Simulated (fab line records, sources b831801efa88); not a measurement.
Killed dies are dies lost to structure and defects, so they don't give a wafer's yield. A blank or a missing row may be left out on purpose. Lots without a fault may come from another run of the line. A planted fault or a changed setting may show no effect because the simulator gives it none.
Chamber matching | flow sky130 | SKY_FIELD_ISO_CVD_24 on hdpcvd-02: 3 sister chambers
The step deposits SiO2, target thk 595 nm, time 99.2 s. 18 wafers are shown with their chamber, then 9 later ones without.

WAFERS WITH THEIR CHAMBER
wafer  | chamber | sih4_flow_sccm (sccm) | pressure_mtorr (mTorr)
L823.1 | 1       | 60.16                 | 6.001
L823.3 | 0       | 60.05                 | 6.009
L823.5 | 1       | 60.11                 | 6.000
L824.1 | 1       | 59.86                 | 5.979
L824.3 | 2       | 60.12                 | 6.012
L824.4 | 2       | 60.06                 | 6.003
L825.2 | 2       | 60.06                 | 6.003
L825.3 | 1       | 60.21                 | 5.995
L825.4 | 0       | 60.15                 | 5.995
L826.2 | 1       | 60.05                 | 6.001
L826.3 | 0       | 59.97                 | 5.990
L826.5 | 2       | 59.77                 | 5.969
L827.1 | 1       | 60.10                 | 6.019
L827.5 | 1       | 60.00                 | 6.009
L827.6 | 2       | 59.94                 | 6.003
L828.3 | 1       | 59.76                 | 6.010
L828.4 | 2       | 60.18                 | 6.001
L828.5 | 0       | 60.14                 | 6.011

SIGNATURES (means of the wafers above)
reading        | chamber 0 | chamber 1 | chamber 2 | scatter within a chamber
sih4_flow_sccm | 60.0775   | 60.0312   | 60.0217   | 0.14
pressure_mtorr | 6.00125   | 6.00175   | 5.99850   | 0.0127
Rule: a wafer's distance from a chamber is the root of the sum, over the readings, of the square of ((its reading less the chamber's mean) divided by the reading's scatter). The wafer belongs to the nearest chamber; if the next one is less than 2 further off, it can't be placed. The scatter: the root of (the sum of the squares of (reading less its chamber's mean) over the shown wafers, divided by (wafers less chambers)).

WAFERS WITHOUT THEIR CHAMBER
wafer  | sih4_flow_sccm (sccm) | pressure_mtorr (mTorr)
L829.3 | 59.95                 | 6.020
L829.4 | 59.61                 | 5.994
L829.5 | 60.13                 | 6.008
L842.1 | 60.04                 | 6.007
L842.2 | 60.00                 | 6.022
L842.6 | 59.88                 | 6.026
L844.3 | 60.08                 | 5.986
L844.4 | 59.61                 | 6.002
L844.5 | 60.09                 | 6.007

WHICH CHAMBER EACH WENT THROUGH
wafer  | from the rows above          | in truth
L829.3 | can't be placed: 1 or 0 or 2 | 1
L829.4 | can't be placed: 2 or 1 or 0 | 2
L829.5 | can't be placed: 0 or 1 or 2 | 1
L842.1 | can't be placed: 1 or 0 or 2 | 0
L842.2 | can't be placed: 1 or 0 or 2 | 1
L842.6 | can't be placed: 1 or 2 or 0 | 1
L844.3 | can't be placed: 2 or 0 or 1 | 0
L844.4 | can't be placed: 2 or 1 or 0 | 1
L844.5 | can't be placed: 0 or 1 or 2 | 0
Placed correctly: 0 of 9. Can't be placed from these rows: 9 (the true chamber is among the candidates in 9). Placed wrongly: 0.
